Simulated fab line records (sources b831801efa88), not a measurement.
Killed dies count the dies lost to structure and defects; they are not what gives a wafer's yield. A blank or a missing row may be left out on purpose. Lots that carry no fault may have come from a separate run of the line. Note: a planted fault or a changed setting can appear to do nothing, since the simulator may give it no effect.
The tool behind it: which one? | flow gf180mcu | Sampling: 24 lots, 72 wafers, 3 of 602 route steps

== WHAT THE GAUGES SHOWED, per wafer ==
GF_V1_THK_MEAS_25: measures by xrf.
lot  | measured     | on            | V1_W_THK (nm)
L074 | day 18 08:20 | film_metro-02 | 332 337 334
L075 | day 18 16:58 | film_metro-02 | 335 341 337
L076 | day 18 21:30 | film_metro-02 | 339 339 344
L077 | day 19 05:50 | film_metro-03 | 343 337 340
L078 | day 19 19:23 | film_metro-01 | 346 351 351
L079 | day 20 00:02 | film_metro-02 | 348 344 336
L080 | day 20 08:41 | film_metro-03 | 348 343 349
L081 | day 20 23:22 | film_metro-02 | 346 351 349
L082 | day 21 07:24 | film_metro-01 | 340 343 349
L083 | day 21 12:32 | film_metro-03 | 345 351 343
L084 | day 22 05:44 | film_metro-01 | 348 343 351
L085 | day 22 13:13 | film_metro-02 | 333 328 330
L086 | day 22 20:45 | film_metro-03 | 337 339 334
L087 | day 23 03:09 | film_metro-01 | 356 343 355
L088 | day 23 13:22 | film_metro-02 | 333 345 337
L089 | day 23 20:08 | film_metro-03 | 340 355 352
L090 | day 24 00:46 | film_metro-01 | 350 353 357
L091 | day 24 10:10 | film_metro-03 | 351 346 345
L092 | day 24 18:48 | film_metro-02 | 335 338 331
L093 | day 25 00:02 | film_metro-02 | 337 334 336
L094 | day 25 13:01 | film_metro-02 | 331 330 333
L095 | day 25 19:08 | film_metro-01 | 353 341 351
L096 | day 26 07:19 | film_metro-01 | 355 346 347
L097 | day 26 14:33 | film_metro-01 | 337 341 342

GF_V2_THK_MEAS_03.
lot  | measured     | on            | V2_CVD_02_THK (nm)
L074 | day 19 10:05 | film_metro-02 | 849 846 868
L075 | day 19 18:38 | film_metro-04 | 867 852 875
L076 | day 19 23:00 | film_metro-04 | 856 865 858
L077 | day 20 07:37 | film_metro-04 | 860 851 863
L078 | day 20 20:44 | film_metro-04 | 860 855 864
L079 | day 21 01:45 | film_metro-04 | 847 847 865
L080 | day 21 10:22 | film_metro-02 | 852 867 865
L081 | day 22 00:41 | film_metro-04 | 853 850 840
L082 | day 22 08:48 | film_metro-03 | 850 846 872
L083 | day 22 13:59 | film_metro-04 | 855 864 866
L084 | day 23 06:19 | film_metro-04 | 875 851 864
L085 | day 23 13:14 | film_metro-03 | 864 873 856
L086 | day 23 20:47 | film_metro-03 | 852 838 837
L087 | day 24 02:53 | film_metro-04 | 838 860 865
L088 | day 24 12:56 | film_metro-04 | 847 856 854
L089 | day 24 20:26 | film_metro-02 | 840 846 866
L090 | day 25 00:35 | film_metro-03 | 847 858 877
L091 | day 25 09:33 | film_metro-03 | 853 831 850
L092 | day 25 17:38 | film_metro-03 | 854 858 866
L093 | day 25 23:25 | film_metro-03 | 817 848 834
L094 | day 26 12:14 | film_metro-04 | 829 847 848
L095 | day 26 17:46 | film_metro-04 | 845 864 873
L096 | day 27 06:06 | film_metro-03 | 831 835 849
L097 | day 27 13:04 | film_metro-04 | 851 852 859

== EACH LOT AND THE TOOL THAT RAN IT (in order: tool; ch and the chambers of the sampled wafers; start) ==
lot  | GF_VT_IMPLANT_STRIP_09
L074 | plasma_asher-02 ch 0,1, day 5 17:20
L075 | plasma_asher-02 ch 0,1, day 6 00:12
L076 | plasma_asher-01 ch 0,1, day 6 02:10
L077 | plasma_asher-04 ch 0,1, day 6 10:18
L078 | plasma_asher-02 ch 0,1, day 6 17:10
L079 | plasma_asher-02 ch 0,1, day 6 19:00
L080 | plasma_asher-02 ch 0,1, day 7 04:03
L081 | plasma_asher-02 ch 0,1, day 7 10:08
L082 | plasma_asher-04 ch 0,1, day 7 16:07
L083 | plasma_asher-01 ch 0,1, day 7 22:36
L084 | plasma_asher-01 ch 0,1, day 8 07:54
L085 | plasma_asher-04 ch 0,1, day 8 12:19
L086 | plasma_asher-02 ch 0,1, day 8 18:51
L087 | plasma_asher-02 ch 0,1, day 8 21:54
L088 | plasma_asher-02 ch 0,1, day 9 04:50
L089 | plasma_asher-04 ch 0, day 9 10:27
L090 | plasma_asher-04 ch 0,1, day 9 14:52
L091 | plasma_asher-01 ch 0,1, day 9 22:41
L092 | plasma_asher-04 ch 0,1, day 10 06:54
L093 | plasma_asher-02 ch 0,1, day 10 13:25
L094 | plasma_asher-01 ch 0,1, day 10 20:57
L095 | plasma_asher-02 ch 0,1, day 11 08:14
L096 | plasma_asher-04 ch 0,1, day 11 15:18
L097 | plasma_asher-02 ch 0,1, day 11 20:44
- GF_VT_IMPLANT_STRIP_09: strips in O2/N2.

== AS READ BY THE TOOLS THEMSELVES (means over the sampled wafers that have a number; for cases with no such wafer, the mark the record gives instead) ==
GF_VT_IMPLANT_STRIP_09.
lot  | tool            | drypump_motor_current_A (A) | heater_power_w (W) | oes_product_au (a.u.) | platen_temp_c (C) | strip_time_to_endpoint_s (s)
L074 | plasma_asher-02 | 5.1                         | 350                | 0.716                 | 250.10            | 12.608
L075 | plasma_asher-02 | 5.1                         | 357                | 0.714                 | 250.18            | 12.619
L076 | plasma_asher-01 | 5.8                         | 332                | 0.720                 | 250.11            | 12.617
L077 | plasma_asher-04 | 6.0                         | 326                | 0.717                 | 250.01            | 12.613
L078 | plasma_asher-02 | 5.2                         | 339                | 0.715                 | 250.04            | 12.651
L079 | plasma_asher-02 | 5.2                         | 336                | 0.716                 | 249.94            | 12.641
L080 | plasma_asher-02 | 5.2                         | 333                | 0.718                 | 249.89            | 12.676
L081 | plasma_asher-02 | 5.1                         | 350                | 0.716                 | 249.65            | 12.583
L082 | plasma_asher-04 | 5.9                         | 325                | 0.712                 | 249.97            | 12.624
L083 | plasma_asher-01 | 5.9                         | 329                | 0.715                 | 249.90            | 12.634
L084 | plasma_asher-01 | 5.8                         | 335                | 0.720                 | 249.95            | 12.639
L085 | plasma_asher-04 | 5.6                         | 338                | 0.717                 | 249.95            | 12.621
L086 | plasma_asher-02 | 5.2                         | 338                | 0.717                 | 250.14            | 12.613
L087 | plasma_asher-02 | 5.1                         | 347                | 0.711                 | 249.99            | 12.632
L088 | plasma_asher-02 | 5.1                         | 352                | 0.716                 | 249.95            | 12.603
L089 | plasma_asher-04 | 6.3                         | 313                | 0.716                 | 250.05            | 12.646
L090 | plasma_asher-04 | 5.7                         | 331                | 0.715                 | 250.00            | 12.642
L091 | plasma_asher-01 | 5.8                         | 335                | 0.716                 | 249.97            | 12.622
L092 | plasma_asher-04 | 6.0                         | 327                | 0.720                 | 250.11            | 12.621
L093 | plasma_asher-02 | 5.2                         | 337                | 0.719                 | 250.14            | 12.659
L094 | plasma_asher-01 | 5.8                         | 335                | 0.719                 | 250.26            | 12.679
L095 | plasma_asher-02 | 5.1                         | 352                | 0.719                 | 250.05            | 12.607
L096 | plasma_asher-04 | 6.0                         | 328                | 0.717                 | 250.08            | 12.600
L097 | plasma_asher-02 | 5.2                         | 336                | 0.717                 | 249.87            | 12.639

== THE ANSWER, worked out from the rows above alone ==
Rule: what is usual is taken from the lots themselves. The widest of any qualifying gaps counts: lots, ordered by their means at a reading, are off when they make up no more than a third of the lots, leave a main group of 4 or more, and stand apart from it by 3 or more times the standard deviation of that group's means. The tables above print the reading to a certain number of digits; a main group whose means all agree to those digits is not used. Also off: a lot with no number at a reading for which 4 or more lots have one. All remaining lots with rows at the step are treated as sound. The gauges are gone through in route order, then the tools' own readings, and for those a lot's mean is taken as printed above. At the first step where some lot is off, the reading lying furthest off is the one used; lots without a number count as furthest.
Nothing can be told from this: no lot is off at any reading shown.

== WHAT HAD BEEN PUT IN BY THE SIMULATOR ==
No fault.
